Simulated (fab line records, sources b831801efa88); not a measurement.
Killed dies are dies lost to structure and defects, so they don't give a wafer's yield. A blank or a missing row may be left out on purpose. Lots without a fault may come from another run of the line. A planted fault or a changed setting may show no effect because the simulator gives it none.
Split-lot experiment | flow sfq_line | 5 lots, 12 wafers read, on a route of 325 steps

THE SPLIT
At SFQ_TRILAYER_M0_BARC_OPEN_METAL_ETCH_031 (etches BARC in O2, target depth 125 nm, time 41.7 s), the setting icp_w was moved away from the recipe's 600 W on 4 of the 12 wafers read, by -9.2% to +8.7%. The other wafers ran this setting at the recipe's value.

The reading is taken at the split's own step.

THE READING
KrF_of_TRILAYER_M0_LITHO_COAT_021.thk_nm (the simulator's own value, which no gauge read), in nm, at SFQ_TRILAYER_M0_BARC_OPEN_METAL_ETCH_031 (etches BARC in O2, target depth 125 nm, time 41.7 s). The file gives no usual value for it. The 8 wafers here that ran the recipe average 522.6 nm, standard deviation 1.4 nm.

wafer  | tool, chamber at the split | icp_w as run, W | against the recipe | KrF_of_TRILAYER_M0_LITHO_COAT_021.thk_nm, nm | against lot-mates on the recipe
L077.1 | rie_metal-03, 1            | 579.8           | -3.4%              | 521.9                                        | +0.9
L077.2 | rie_metal-03, 0            | 600             | recipe             | 521.7                                        | -
L077.5 | rie_metal-03, 0            | 600             | recipe             | 520.3                                        | -
L078.1 | rie_metal-01, 1            | 600             | recipe             | 521                                          | -
L078.3 | rie_metal-01, 0            | 544.7           | -9.2%              | 530                                          | +9.0
L079.1 | rie_metal-01, 0            | 652.1           | +8.7%              | 519.7                                        | -4.6
L079.6 | rie_metal-01, 0            | 600             | recipe             | 524.3                                        | -
L081.4 | rie_metal-01, 1            | 550.7           | -8.2%              | 528.2                                        | +5.4
L081.6 | rie_metal-01, 1            | 600             | recipe             | 522.8                                        | -
L085.3 | rie_metal-03, 1            | 600             | recipe             | 523.4                                        | -
L085.4 | rie_metal-03, 0            | 600             | recipe             | 523.2                                        | -
L085.6 | rie_metal-03, 0            | 600             | recipe             | 524.2                                        | -

THE FIT
A straight line over all 12 wafers: KrF_of_TRILAYER_M0_LITHO_COAT_021.thk_nm changes by -0.562 nm for each +1% of icp_w; r = -0.83; the points scatter about the line by 1.8 nm.
The same after taking each lot's own level away (the mean of its wafers on the recipe; 12 wafers): -0.703 nm for each +1%; r = -0.95; scatter 1.1 nm.
On that fit, the largest move of icp_w shifts the reading by 6.5 nm.
The lots' own levels span 521.00 to 524.30 nm, that is 2.4 times the standard deviation above.
So the lot-to-lot level changes the slope: the two fits differ.
Check: with one of the wafers moved furthest among these (-9.2%) left out of the fit, the line predicts +5.22 nm for it against its lot-mates. It came out at +9 nm against them.

OTHER SPLITS ON THESE WAFERS
These wafers also went through other splits before the reading. Each is held against what the fit with the lots' levels taken away leaves over:
other split on the same wafers                | wafers away from the commonest value | r with KrF_of_TRILAYER_M0_LITHO_COAT_021.thk_nm (lot level and that fit taken away)
SFQ_TRILAYER_INCOMING_OXIDATION_002 ox_time_s | 9                                    | +0.48
SFQ_TRILAYER_L0_LITHO_COAT_005 resist_thk_nm  | 4                                    | -0.68
SFQ_TRILAYER_L0_VIA_LITHO_EXPOSE_014 dose_mj  | 4                                    | +0.15
SFQ_TRILAYER_M0_DEP_SPUTTER_019 time_s        | 0                                    | -
SFQ_TRILAYER_M0_LITHO_COAT_026 spin_rpm       | 1                                    | +0.05

THE FILE'S OWN FIT
KrF_of_TRILAYER_M0_LITHO_COAT_021.thk_nm changes by -0.705 nm for each +1% of icp_w, r = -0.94.
